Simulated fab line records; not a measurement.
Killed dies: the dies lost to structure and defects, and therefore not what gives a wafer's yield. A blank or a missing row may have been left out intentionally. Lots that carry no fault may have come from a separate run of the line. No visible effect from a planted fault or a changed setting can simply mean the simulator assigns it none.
Problem report, 8D (eight disciplines) form, completed by code || flow sky130 || the parts of the form that need people (team, actions taken, sign-off) are left out

== 1. WHAT WENT WRONG ==
run-length-s at SKY_METAL5_METAL_ETCH_15 reads a mean of 293.1 s on 6 wafers of 2 lots; wafers without a fault read 280.3 s with a standard deviation of 0.48. Measured from the usual mean, that is +27 standard deviations.
The step: etches the open film in Cl2/BCl3, stops on SiO2, target depth 1260 nm, time 252 s.
The first sign was on wafer L252.2 at day 46 00:58, on rie-metal-03. Wafers with a number at this step in the record: 30, from 10 lots. Rule for "out" (also "out of limits"): further than 4 standard deviations from the usual mean. Any other wafer with a number is counted as sound.

== 2. WHAT THIS IS AND IS NOT ==
{"question": "which readings at this step", "is": "run-length-s", "is not": "drypump-motor-current-A"}
{"question": "which lots", "is": "L252, L256", "is not": "L245, L246, L247, L253, L257, L260, L263, L265"}
{"question": "which wafers of those lots", "is": "all that have a number", "is not": "-"}
{"question": "read on which tools", "is": "rie-metal-03", "is not": "rie-metal-01, rie-metal-02"}
{"question": "when", "is": "from day 46 00:58", "is not": "up to then (9 sound wafers); but 15 sound wafers of L253, L257, L260, L263, L265 came after"}

== 3. THE SUSPECTS, EACH WITH WHAT RULES IT OUT ==
Counting: a tool at a process step up to the reading stays a suspect if it ran every lot that is out and no sound lot after the first of them.
- rie-metal-03 at SKY_METAL5_METAL_ETCH_15 (etches the open film in Cl2/BCl3, stops on SiO2, target depth 1260 nm, time 252 s): kept. All lots that are out passed through it, beginning with L252 at day 46 00:58, and no sound lot followed; its final sound lot before that point was L247 at day 44 17:04. Its own readings are out on those wafers: run-length-s.
Left after counting: rie-metal-03 at SKY_METAL5_METAL_ETCH_15.

== 4. THE CAUSE (what the simulator had put in) ==
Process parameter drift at SKY_METAL5_METAL_ETCH_15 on rie-metal-03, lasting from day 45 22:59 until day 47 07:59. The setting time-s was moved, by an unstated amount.
This tool alone remained once counting was done.

== 5. THE CHAIN OF EFFECTS, in route order ==
Each row: a reading where the mean over the struck wafers with a number is more than 3 standard deviations away from the usual. Only readings whose record carries a usual standard deviation are examined. hours: median over the lots of the time between each lot's start at the first step of this table that gives one and its start at this step. sigmas: the change, counted in usual standard deviations.
{"hours": 0, "step": "SKY_METAL5_METAL_ETCH_15", "reading": "oes-product-au", "usual": "0.894 a.u.", "on struck wafers": 0.873, "change": -0.021, "sigmas": -3.9}
{"hours": 0, "step": "SKY_METAL5_METAL_ETCH_15", "reading": "run-length-s", "usual": "280.3 s", "on struck wafers": 293.1, "change": "+12.8", "sigmas": "+27"}
{"hours": 0, "step": "SKY_METAL5_STRIP_16", "reading": "strip-time-to-endpoint-s", "usual": "13.05 s", "on struck wafers": 12.60, "change": -0.45, "sigmas": -3.5}
Its process steps:
- SKY_METAL5_METAL_ETCH_15: etches the open film in Cl2/BCl3, stops on SiO2, target depth 1260 nm, time 252 s.
- SKY_METAL5_STRIP_16: strips in O2/N2.

== 6. WHAT WOULD HAVE CAUGHT IT SOONER ==
First out-of-limits reading in this record: day 46 00:58, which is 2 hours after fault onset at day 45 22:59.
